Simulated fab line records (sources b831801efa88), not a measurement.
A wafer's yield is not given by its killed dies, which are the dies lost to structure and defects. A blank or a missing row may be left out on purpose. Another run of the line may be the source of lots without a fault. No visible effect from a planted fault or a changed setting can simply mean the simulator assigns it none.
fab line records	flow sky130
record: lots: 11	wafers: 33	last-day: 50
route steps=708 shown METAL3@566 VIA3@573
lots with no fault: from the same line, run without faults
start-h: hours from the record's first day to the start of the lot's first wafer shown	wait-h: how many hours have passed since the lot's step before this one	" as in the row above	L1.1+2: a single row standing in for several wafers	- value missing, or start not given	* or withheld: withheld	< > ~ a bound
route shown NAME@n: NAME is a module with steps in the file, n the number in the route of the first one	usual: mean/standard deviation of fault-free wafers	same: alike in all rows	chamber/n: place in a boat	sites: per-site readings	_std_site: how widely they spread, as a standard deviation	_edge_site: inner sites' mean taken away from outer sites' mean	radius-mm: how far each site lies from the wafer's centre	mask NAME#n: copy n	behind: tool/chamber where the wafer was last shaped	hold: why the lot was held/for how many hours/how that ended	device: names the non-switching transistor (n, p or np)	end of line: the route-end tests of the same wafers	a step without rows: its recipe alone	killed: not the wafer's yield, but the dies lost to structure and defects at the first sort	map: dies across one wafer; x = killed, . = not, _ = none there
set.NAME: the setting that was run; set.NAME@STEP: the one run at that earlier step	model.NAME: the simulator's own value behind a step, which no gauge read
the route's steps for a sample of lots (tables are steps, rows are wafers)
services: the hour from which a tool's chamber was out of use, counted from the record's first day as start-h (under 0 if before that day), plus the number of hours and why
== steps ==
step: SKY_METAL3_ETCH_16
recipe: chemistry: N2/H2	target: BARC	ion-energy-ev: 200	bias-w: 100	pressure-mtorr: 30	n2-flow-sccm: 100	h2-flow-sccm: 200	icp-w: 500	stop-on: SiO2	time-s: 88.2	target-depth-a: 600
usual: bias-w: 100.0/0.33	drypump-motor-current-A: 5.7/0.3	oes-product-au: 0.626/0.0046	throttle-valve-pct: 13.206/0.0095
lot.wafer	tool	chamber	start-h	wait-h	bias-w	drypump-motor-current-A	oes-product-au	rf-hours-counter-h	throttle-valve-pct
L571.3	rie-metal-02	0	901.30	0.0	99.6	5.4	0.629	-	13.208
L571.4	"	1	"	"	100.2	5.8	0.634	-	13.210
L571.5	"	0	"	"	99.7	5.4	0.627	-	13.215
L572.3	rie-metal-02	0	905.97	0.0	100.1	5.5	0.615	-	13.197
L572.5	"	1	"	"	100.0	5.9	0.628	-	13.204
L572.6	"	0	"	"	99.8	5.5	0.625	-	13.212
L573.2	rie-metal-04	0	909.07	0.0	100.1	5.5	0.622	7	13.213
L573.4	"	0	"	"	99.9	5.5	0.623	-	13.174
L573.5	"	0	"	"	100.4	5.5	0.630	-	13.205
L574.4	rie-metal-02	0	918.37	0.0	100.1	5.5	0.618	-	13.207
L574.5	"	1	"	"	99.5	5.8	0.629	-	13.205
L574.6	"	0	"	"	100.0	5.4	0.625	-	13.210
L575.1	rie-metal-01	1	931.31	0.0	100.2	5.5	0.631	12	13.205
L575.3	"	0	"	"	99.7	5.7	0.624	-	13.214
L575.6	"	0	"	"	100.1	5.7	0.627	-	13.213
L576.3	rie-metal-02	1	937.80	0.0	99.9	5.8	0.626	-	13.212
L576.4	"	0	"	"	100.1	5.4	0.627	-	13.212
L576.5	"	1	"	"	99.8	5.9	0.631	-	13.178
L585.1	rie-metal-01	0	1001.92	0.0	99.9	5.7	0.619	22	13.208
L585.5	"	1	"	"	99.5	5.5	0.628	-	13.188
L585.6	"	0	"	"	99.7	5.7	0.628	-	13.220
L586.2	rie-metal-01	1	1004.54	0.0	100.0	5.5	0.643	17	13.206
L586.4	"	0	"	"	99.6	5.7	0.623	-	13.203
L586.5	"	1	"	"	99.4	5.5	0.626	-	13.214
L590.1	rie-metal-02	0	1031.91	0.0	100.0	5.5	0.628	10	13.210
L590.4	"	0	"	"	100.1	5.5	0.622	-	13.212
L590.6	"	0	"	"	100.3	5.4	0.622	-	13.213
L591.2	rie-metal-01	1	1041.66	0.1	100.1	5.5	0.631	-	13.223
L591.3	"	1	"	"	100.5	5.4	0.628	-	13.204
L591.5	"	1	"	"	100.2	5.4	0.626	-	13.202
L592.2	rie-metal-02	0	1042.29	0.0	99.8	5.5	0.625	11	13.227
L592.5	"	1	"	"	99.8	5.8	0.622	-	13.199
L592.6	"	0	"	"	99.7	5.5	0.626	-	13.205
step: SKY_VIA3_HDPCVD_00
recipe: material: SiO2	target-thk-nm: 1635	sigma-open-frac: 0.3	time-s: 272.5	temp-c: 400	sih4-flow-sccm: 60	pressure-mtorr: 6
usual: run-length-s: 300.5/0.61
lot.wafer	tool	chamber	start-h	wait-h	run-length-s
L571.3	hdpcvd-02	1	902.19	0.0	301.3
L571.4	"	1	"	"	300.6
L571.5	"	0	"	"	301.0
L572.3	hdpcvd-01	0	906.86	0.0	299.6
L572.5	"	0	"	"	299.3
L572.6	"	1	"	"	300.4
L573.2	hdpcvd-02	0	909.96	0.0	301.7
L573.4	"	0	"	"	301.9
L573.5	"	1	"	"	300.7
L574.4	hdpcvd-02	1	919.31	0.1	301.0
L574.5	"	0	"	"	300.6
L574.6	"	2	"	"	300.3
L575.1	hdpcvd-02	1	932.20	0.0	301.0
L575.3	"	2	"	"	300.7
L575.6	"	0	"	"	301.2
L576.3	hdpcvd-01	1	938.66	0.0	300.0
L576.4	"	0	"	"	299.8
L576.5	"	2	"	"	301.0
L585.1	hdpcvd-02	0	1002.92	0.0	238.3
L585.5	"	1	"	"	239.1
L585.6	"	0	"	"	238.3
L586.2	hdpcvd-02	1	1005.46	0.0	238.2
L586.4	"	2	"	"	238.3
L586.5	"	0	"	"	238.5
L590.1	hdpcvd-01	0	1033.01	0.0	299.2
L590.4	"	0	"	"	299.4
L590.6	"	2	"	"	300.3
L591.2	hdpcvd-01	1	1042.61	0.0	299.8
L591.3	"	2	"	"	300.3
L591.5	"	2	"	"	300.8
L592.2	hdpcvd-01	1	1043.40	0.0	300.2
L592.5	"	1	"	"	299.7
L592.6	"	2	"	"	300.5
step: SKY_VIA3_THK_MEAS_01
recipe: reads: SiO2_of_VIA3_HDPCVD_00
usual: VIA3_HDPCVD_THK: 1638/21
lot.wafer	tool	chamber	start-h	wait-h	VIA3_HDPCVD_THK[nm]
L571.3	film-metro-04	-	902.38	0.1	1637
L571.4	"	-	"	"	1609
L571.5	"	-	"	"	1644
L572.3	film-metro-01	-	907.05	0.1	1677
L572.5	"	-	"	"	1670
L572.6	"	-	"	"	1666
L573.2	film-metro-04	-	910.14	0.1	1651
L573.4	"	-	"	"	1647
L573.5	"	-	"	"	1636
L574.4	film-metro-01	-	919.43	0.0	1602
L574.5	"	-	"	"	1606
L574.6	"	-	"	"	1622
L575.1	film-metro-04	-	932.37	0.1	1582
L575.3	"	-	"	"	1609
L575.6	"	-	"	"	1615
L576.3	film-metro-01	-	938.85	0.1	1665
L576.4	"	-	"	"	1681
L576.5	"	-	"	"	1650
L585.1	film-metro-01	-	1003.08	0.1	1288
L585.5	"	-	"	"	1275
L585.6	"	-	"	"	1250
L586.2	film-metro-01	-	1005.64	0.1	1255
L586.4	"	-	"	"	1254
L586.5	"	-	"	"	1265
L590.1	film-metro-03	-	1033.18	0.1	1672
L590.4	"	-	"	"	1684
L590.6	"	-	"	"	1645
L591.2	film-metro-01	-	1042.79	0.1	1658
L591.3	"	-	"	"	1637
L591.5	"	-	"	"	1611
L592.2	film-metro-04	-	1043.58	0.1	1635
L592.5	"	-	"	"	1636
L592.6	"	-	"	"	1645
step: SKY_VIA3_CMP_02
recipe: material: SiO2	down-force-psi: 4	platen-rpm: 60	pad-velocity-m-s: 0.94248
usual: motor-current-A: 11.9/1.5
lot.wafer	tool	chamber	start-h	wait-h	motor-current-A
L571.4	cmp-01	3	902.47	0.1	10.9
L571.3	"	0	"	"	9.9
L571.5	"	2	"	"	12.3
L572.3	cmp-02	3	907.14	0.1	12.8
L572.6	"	2	"	"	12.2
L572.5	"	3	"	"	11.9
L573.4	cmp-01	3	910.24	0.1	11.6
L573.2	"	1	"	"	14.1
L573.5	"	3	"	"	11.8
L574.4	cmp-02	0	919.46	0.0	12.1
L574.5	"	0	"	"	12.0
L574.6	"	1	"	"	10.3
L575.3	cmp-02	1	932.43	0.0	9.8
L575.1	"	0	"	"	12.7
L575.6	"	2	"	"	11.9
L576.4	cmp-01	1	938.89	0.0	14.7
L576.3	"	3	"	"	12.0
L576.5	"	2	"	"	11.9
L585.1	cmp-01	1	1003.29	0.2	14.5
L585.6	"	2	"	"	11.5
L585.5	"	3	"	"	11.4
L586.4	cmp-01	3	1005.79	0.1	11.8
L586.2	"	0	"	"	10.5
L586.5	"	1	"	"	14.0
L590.4	cmp-02	2	1033.34	0.1	11.5
L590.1	"	3	"	"	12.6
L590.6	"	0	"	"	12.6
L591.2	cmp-01	2	1042.89	0.1	12.1
L591.3	"	3	"	"	11.1
L591.5	"	1	"	"	14.4
L592.2	cmp-01	3	1043.78	0.2	11.2
L592.5	"	0	"	"	10.5
L592.6	"	1	"	"	13.8
step: SKY_VIA3_OVL_MEAS_13
usual: VIA3_OVL: 2/5.2
lot.wafer	tool	chamber	start-h	wait-h	VIA3_OVL[nm]
L571.3	overlay-01	-	927.80	0.1	7
L571.4	"	-	"	"	7
L571.5	"	-	"	"	7
L572.3	overlay-02	-	932.33	0.1	3
L572.5	"	-	"	"	2
L572.6	"	-	"	"	12
L573.2	overlay-01	-	934.25	0.1	8
L573.4	"	-	"	"	10
L573.5	"	-	"	"	2
L574.4	overlay-02	-	942.69	0.1	9
L574.5	"	-	"	"	3
L574.6	"	-	"	"	4
L575.1	overlay-02	-	957.62	0.1	-1
L575.3	"	-	"	"	-1
L575.6	"	-	"	"	5
L576.3	overlay-02	-	963.64	0.1	1
L576.4	"	-	"	"	3
L576.5	"	-	"	"	5
L585.1	overlay-01	-	1026.49	0.1	-2
L585.5	"	-	"	"	2
L585.6	"	-	"	"	-2
L586.2	overlay-02	-	1028.50	0.1	4
L586.4	"	-	"	"	9
L586.5	"	-	"	"	5
L590.1	overlay-01	-	1056.20	0.1	9
L590.4	"	-	"	"	11
L590.6	"	-	"	"	9
L591.2	overlay-01	-	1064.83	0.1	11
L591.3	"	-	"	"	8
L591.5	"	-	"	"	9
L592.2	overlay-01	-	1065.95	0.1	-2
L592.5	"	-	"	"	-1
L592.6	"	-	"	"	-3
== services ==
tool	chamber	start-h	hours	kind
hdpcvd-02	2	895.21	5.1	repair
hdpcvd-02	-	896.39	0.6	repair
cmp-01	-	912.11	4.0	pm
hdpcvd-01	1	914.88	11.4	repair
cmp-01	-	916.11	-	consumable-replace:conditioner
cmp-01	-	916.11	-	consumable-replace:pad
cmp-02	-	936.03	0.7	repair
hdpcvd-02	-	950.25	15.0	pm
hdpcvd-02	0	950.25	15.0	vent-cycle
hdpcvd-02	1	950.25	15.0	vent-cycle
hdpcvd-02	2	950.25	15.0	vent-cycle
hdpcvd-02	0	965.25	-	clean
hdpcvd-02	1	965.25	-	clean
hdpcvd-02	2	965.25	-	clean
rie-metal-04	-	992.34	14.6	pm
hdpcvd-01	1	1012.48	8.9	repair
rie-metal-01	1	1014.26	18.6	repair
hdpcvd-02	-	1021.71	0.3	repair
rie-metal-01	0	1032.87	-	clean
rie-metal-01	0	1032.87	17.1	scheduled-down
rie-metal-01	0	1032.87	17.1	vent-cycle
rie-metal-01	-	1034.88	1.8	repair
== key ==
first-sign: step: SKY_VIA3_HDPCVD_00	reading: run-length-s	direction: down	sigmas: 99+	usual: *	struck: *
effect: step: SKY_VIA3_THK_MEAS_01	reading: VIA3_HDPCVD_THK	direction: down	sigmas: 18	usual: 1638	struck: 1265
met-at SKY_VIA3_HDPCVD_00
struck-lots L585,L586
not-acting-at SKY_METAL3_ETCH_16,SKY_VIA3_CMP_02,SKY_VIA3_OVL_MEAS_13
onset-between 932.20 1002.92
fault: kind: process-parameter-drift	tool: hdpcvd-02	chamber: -	onset-h: 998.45	steps: SKY_VIA3_HDPCVD_00	channel: time-s	offset: *	shape: step	end-h: 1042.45	acts-in: *	stated: *
